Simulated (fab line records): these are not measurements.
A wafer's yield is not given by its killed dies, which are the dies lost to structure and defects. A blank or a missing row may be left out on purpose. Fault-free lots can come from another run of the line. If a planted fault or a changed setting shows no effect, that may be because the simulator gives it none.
A lot that was struck, set against a sound lot -- flow sky130 -- 18 out of 708 route steps
Sound: the wafers L199.1, L199.3, L199.4. Wafers L202.1, L202.2, L202.3 were the ones struck. The cause is named last.
Each step with rows lists, per side, the tool, then ch with its chambers, then its first start. Under that, the readings that differ: sound wafers -- struck wafers -- difference of the means -- sigmas: that difference in standard deviations of wafers without a fault.
alike: readings whose means differ by less than 2 such deviations, and words and numbers that are the same on both sides. not compared: withheld readings, readings that some wafer has no value for, bounds like >300 that may hide the same value, and numbers for which the record gives no deviation and whose values overlap.
Wherever a step has rows on one side only, a row that says differs or no value, or a row with sigmas, the two part there. Numbers that don't overlap but have no deviation are shown without sigmas and don't part them. Lack of a reading on every wafer of one side parts them only where that side has two or more wafers.

first, 2 steps without rows for these wafers: SKY_CONTACT_PEB_12; SKY_CONTACT_DEVELOP_13 (develop time 60 s).
SKY_CONTACT_CD_MEAS_14: the cd target is 170 nm.
  sound on cd sem-02, day 33 19:46; struck on cd sem-01, day 34 06:46
  alike: cd nm
SKY_CONTACT_OVL_MEAS_15:
  sound on overlay-02, day 33 19:53; struck on overlay-02, day 34 06:53
  alike: CONTACT_OVL
SKY_CONTACT_ETCH_16: etches BARC in N2/H2, stops on SiO2, time 45.9 s, target depth 60 nm.
  sound on rie diel-01 ch 0,2,3, day 33 19:55; struck on rie diel-04 ch 0,1,2, day 34 06:55
  alike: drypump motor current A, oes product au, throttle valve pct
  not compared: rf hours counter h
then, 1 step without rows for these wafers: SKY_CONTACT_ETCH_17 (etches SiO2 in C4F8/O2/Ar, stops on Si3N4, target depth 340 nm).
SKY_CONTACT_ETCH_18: etches Si3N4 in CHF3/O2, stops on TiN, time 39 s, target depth 75 nm.
  sound: rie diel-01 ch 0,2,3; struck: rie diel-04 ch 0,1,2
  alike: drypump motor current A, oes product au, throttle valve pct
  not compared: rf hours counter h
SKY_CONTACT_STRIP_19: strips in O2/N2.
  sound on plasma asher-01 ch 0,1, day 33 20:03; struck on plasma asher-01 ch 0,1, day 34 07:03
  alike: drypump motor current A, oes product au, strip time to endpoint s
  not compared: rf hours counter h
then, 3 steps without rows for these wafers: SKY_CONTACT_STRIP_20 (strips in post etch residue remover, time 1200 s); SKY_CONTACT_CLEAN_21 (cleans in IPA, time 180 s); SKY_CONTACT_CLEAN_22 (cleans in O3/DIW).
SKY_CONTACT_SPUTTER_23: material TiN, target thk 20 nm, time 80 s.
  sound on pvd sputter-04, day 33 20:40; struck on pvd sputter-02, day 34 08:04
  alike: throttle valve pct
SKY_CONTACT_CVD_24: deposits W, target thk 340 nm, time 102.12 s.
  sound on cvd w-01 ch 0,1, day 33 20:44; struck on cvd w-01 ch 0,1, day 34 08:08
reading,sound,struck,difference,sigmas
model.W_of_CONTACT_CVD_24.thk nm (nm),343.8 343.8 340.3,254.5 252.7 250.2,-90.2,
  alike: heater power w, susceptor temp C
SKY_CONTACT_RS_MEAS_25: uses a four-point probe to measure.
  sound on film metro-02, day 33 20:50; struck on film metro-01, day 34 08:14
reading,sound,struck,difference,sigmas
CONTACT_W_RS (ohm/sq),0.333 0.334 0.338,0.452 0.456 0.460,+0.121,+27
SKY_CONTACT_THK_MEAS_26: measures by xrf.
  sound on film metro-02, day 33 20:58; struck on film metro-01, day 34 08:22
reading,sound,struck,difference,sigmas
CONTACT_W_THK (nm),339 341 336,260 258 254,-81,-16
SKY_CONTACT_CMP_27: polishes, stops on SiO2, t overpolish 15 s, target thk 0 nm.
  sound on cmp-01 ch 0,1,3, day 33 21:01; struck on cmp-02 ch 0,1,3, day 34 08:25
reading,sound,struck,difference,sigmas
time to endpoint s (s),88 80 87,68 65 67,-18,-5
  alike: motor current A, slurry flow ml min
SKY_METAL1_SPUTTER_00: material Ti, target thk 15 nm, time 10 s.
  sound on pvd sputter-01, day 33 21:19; struck on pvd sputter-04, day 34 08:43
  alike: throttle valve pct
-- the record jumps here: 14 days lie between the struck wafers' starts before and after (it left off in module METAL1 and takes up again in module PAD_OPEN, whose first step shown is number 708 of the route) --
SKY_PAD_OPEN_PROBE_99:
  sound on prober-01, day 47 12:25; struck on prober-01, day 47 20:53
  alike: killed_at_M0_to_M3, killed_at_M4_up, killed at contacts, killed at front end, killed at other, killed dies, killed open, killed short

## WHERE THEY PART
First at SKY_CONTACT_RS_MEAS_25; last, within this record, at SKY_CONTACT_CMP_27. Later steps at which nothing parts them and some readings are alike: SKY_METAL1_SPUTTER_00, SKY_PAD_OPEN_PROBE_99.

WHY: whatever the simulator had introduced
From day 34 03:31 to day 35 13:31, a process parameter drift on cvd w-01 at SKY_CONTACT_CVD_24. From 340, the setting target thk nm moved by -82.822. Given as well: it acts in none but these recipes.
